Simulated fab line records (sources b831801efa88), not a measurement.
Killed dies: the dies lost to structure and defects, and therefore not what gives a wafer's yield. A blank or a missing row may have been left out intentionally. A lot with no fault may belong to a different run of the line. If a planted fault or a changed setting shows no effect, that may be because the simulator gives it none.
A struck lot beside a sound one | flow gf180mcu | 20 steps out of a route of 602
Sound: the wafers L163.1, L163.4, L163.5. Struck: wafers L172.1, L172.3, L172.5. The cause is named last.
Order at every step that has rows: each side's tool, ch and its chambers, its first start. Under that, the readings that differ: sound wafers | struck wafers | difference of the means | sigmas: that difference in standard deviations of wafers without a fault.
alike: readings whose means differ by less than 2 such deviations, and words and numbers that are the same on both sides. not compared: withheld readings, readings that some wafer has no value for, bounds like >300 that may hide the same value, and numbers for which the record gives no deviation and whose values overlap.
The two part at a step that has a row with sigmas, a row that says differs or no value, or rows on one side only. Numbers that don't overlap but have no deviation are shown without sigmas and don't part them. Lack of a reading on every wafer of one side parts them only where that side has two or more wafers.

first, 3 steps without rows for these wafers: GF_MIM_EXPOSE_16 (exposes mask FuseTop, target cd 2000 nm); GF_MIM_PEB_17; GF_MIM_DEVELOP_18 (develop time 60 s).
GF_MIM_METAL_ETCH_19: etches the open film in Cl2/BCl3, stops on Si3N4, target depth 324.5 nm, time 54.1 s.
  sound on rie_metal-04 ch 0,1, day 26 12:23; struck on rie_metal-02 ch 1, day 29 06:41
  alike: drypump_motor_current_A, oes_product_au, rf_fwd_power_W, throttle_valve_pct
  not compared: rf_hours_counter_h
GF_MIM_STRIP_20: strips in O2/N2.
  sound on plasma_asher-02 ch 1, day 26 12:28; struck on plasma_asher-02 ch 1, day 29 06:46
  reading                      | sound             | struck            | difference | sigmas
  strip_time_to_endpoint_s (s) | 11.31 11.30 11.29 | 11.20 11.19 11.24 | -0.09      | -2
  alike: drypump_motor_current_A, heater_power_w, oes_product_au
  not compared: rf_hours_counter_h
then, 7 steps without rows for these wafers: GF_MIM_STRIP_21 (strips in post etch residue remover, time 1200 s); GF_MIM_CLEAN_22 (cleans in DIW); GF_M5_DEHYDRATE_00 (time 60 s); GF_M5_HMDS_01 (prime time 60 s); GF_M5_COAT_02 (resist thk 1000 nm); GF_M5_SOFTBAKE_03 (time 60 s); GF_M5_EXPOSE_04 (exposes mask Metal5, target cd 280 nm).
GF_M5_PEB_05: peb time 90 s.
  sound on litho_track-03 ch 0, day 27 09:10; struck on litho_track-04 ch 0, day 30 01:43
  reading                  | sound                | struck               | difference | sigmas
  heater_power_total_W (W) | 85.65 85.76 85.71    | 90.54 90.53 90.23    | +4.73      | +58
  plate_temp_C (C)         | 134.92 135.24 135.15 | 140.94 140.85 140.64 | +5.71      | +38
then, 1 step without rows for these wafers: GF_M5_DEVELOP_06 (develop time 60 s).
GF_M5_CD_MEAS_07: target cd 280 nm.
  sound: cd_sem-01 at day 27 09:44; struck: cd_sem-02 at day 30 02:20
  reading    | sound             | struck            | difference | sigmas
  cd_nm (nm) | 279.4 279.7 279.4 | 270.1 270.7 270.0 | -9.2       | -9
  not compared: hold
GF_M5_OVL_MEAS_08:
  sound: overlay-02 at day 27 09:51; struck: overlay-01 at day 30 08:59
  reading | sound | struck                                                                     | difference                   | sigmas
  hold    | - - - | await_dispo/6.5h/release await_dispo/6.5h/release await_dispo/6.5h/release | no value on the sound wafers |
  alike: M5_OVL
GF_M5_ETCH_09: etches Si3N4 in CF4/O2, target depth 52 nm, time 11.6 s.
  sound on rie_diel-03 ch 1,2, day 27 09:53; struck on rie_diel-03 ch 1,2, day 30 09:01
  reading             | sound             | struck          | difference | sigmas
  model.M5.cd_nm (nm) | 279.4 279.3 279.1 | 270.2 270.8 270 | -8.9       |
  alike: drypump_motor_current_A, oes_product_au, rf_fwd_power_W, throttle_valve_pct
  not compared: rf_hours_counter_h
GF_M5_METAL_ETCH_10: etches the open film in Cl2/BCl3, stops on SiO2, target depth 750.8 nm, time 125.1 s.
  sound on rie_metal-02 ch 0,1, day 27 09:55; struck on rie_metal-01 ch 0,1, day 30 09:02
  reading             | sound             | struck            | difference | sigmas
  model.M5.cd_nm (nm) | 276.9 279.4 281.4 | 274.6 276.1 273.4 | -4.5       |
  alike: drypump_motor_current_A, oes_product_au, rf_fwd_power_W, throttle_valve_pct
  not compared: rf_hours_counter_h
GF_M5_STRIP_11: strips in O2/N2.
  sound on plasma_asher-04 ch 0,1, day 27 10:02; struck on plasma_asher-04 ch 0,1, day 30 09:10
  alike: drypump_motor_current_A, heater_power_w, oes_product_au, strip_time_to_endpoint_s
  not compared: rf_hours_counter_h
-- the record jumps here: 2 days lie between the struck wafers' starts before and after (it left off in module M5 and takes up again in module PASSIVATION, whose first step shown is number 602 of the route) --
GF_PASSIVATION_PROBE_99:
  only the struck wafers here have rows in the record (prober-02, day 32 12:00); the sound ones have none

WHERE THEY PART
Last at GF_PASSIVATION_PROBE_99 as far as this record goes, first at GF_MIM_STRIP_20.

WHY: the cause the simulator had injected
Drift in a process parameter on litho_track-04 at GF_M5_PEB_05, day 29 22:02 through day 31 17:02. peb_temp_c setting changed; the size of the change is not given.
